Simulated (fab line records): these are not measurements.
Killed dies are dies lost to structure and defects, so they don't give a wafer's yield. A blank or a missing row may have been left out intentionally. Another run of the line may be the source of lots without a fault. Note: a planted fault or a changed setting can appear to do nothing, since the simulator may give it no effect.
Which tool was responsible?    flow gf180mcu    11 lots, 33 wafers sampled, at 1 step of a route of 602

== WHAT THE GAUGES READ, wafer by wafer ==
GF_MIM_THK_MEAS_11: measures by xrf. Usual: for MIM_ALCU_THK the level is 203.1 nm and the standard deviation is 1.9.
lot   measured      on            MIM_ALCU_THK (nm)  flag
L526  day 24 10:11  filmMetro-02  203.9 204.3 204.9  
L528  day 25 02:44  filmMetro-02  205.1 201.7 202.7  
L531  day 26 06:19  filmMetro-03  198.2 202.5 200.9  
L532  day 26 13:55  filmMetro-02  205.7 204.6 205.9  
L535  day 27 11:08  filmMetro-03  202.0 203.4 204.8  
L536  day 27 21:51  filmMetro-01  201.9 201.0 204.7  
L538  day 28 12:38  filmMetro-03  199.8 198.8 200.2  
L541  day 29 14:46  filmMetro-02  203.5 201.9 202.0  
L542  day 29 15:49  filmMetro-03  203.7 205.7 204.7  
L546  day 30 16:00  filmMetro-02  203.4 203.1 205.5  
L549  day 31 09:44  filmMetro-01  204.2 204.2 202.1  

== EACH LOT AND THE TOOL THAT RAN IT (in order: tool; ch and the chambers of the sampled wafers; start) ==
There is no process step in the record ahead of these readings.

== WHAT THE TOOLS THEMSELVES READ (means of the sampled wafers that have a number; where no wafer has one, the mark that the record gives instead) ==
The record holds no such reading with a usual standard deviation.

== THE ANSWER, worked out from the rows above alone ==
Rule: a lot is off if the mean of its wafers that have a number lies more than 3 standard deviations from the usual mean. A lot without any number at a reading at which 4 lots or more have one is off too. Where the step has rows for the other lots, those lots are counted as sound. First the gauges in route order, then the tools' own readings, where a lot's mean is used as printed above. At the first step where some lot is off, the reading lying furthest off is the one used; lots without a number count as furthest.
None of the lots is off at any reading shown; this tells nothing.

== WHAT THE SIMULATOR PUT IN ==
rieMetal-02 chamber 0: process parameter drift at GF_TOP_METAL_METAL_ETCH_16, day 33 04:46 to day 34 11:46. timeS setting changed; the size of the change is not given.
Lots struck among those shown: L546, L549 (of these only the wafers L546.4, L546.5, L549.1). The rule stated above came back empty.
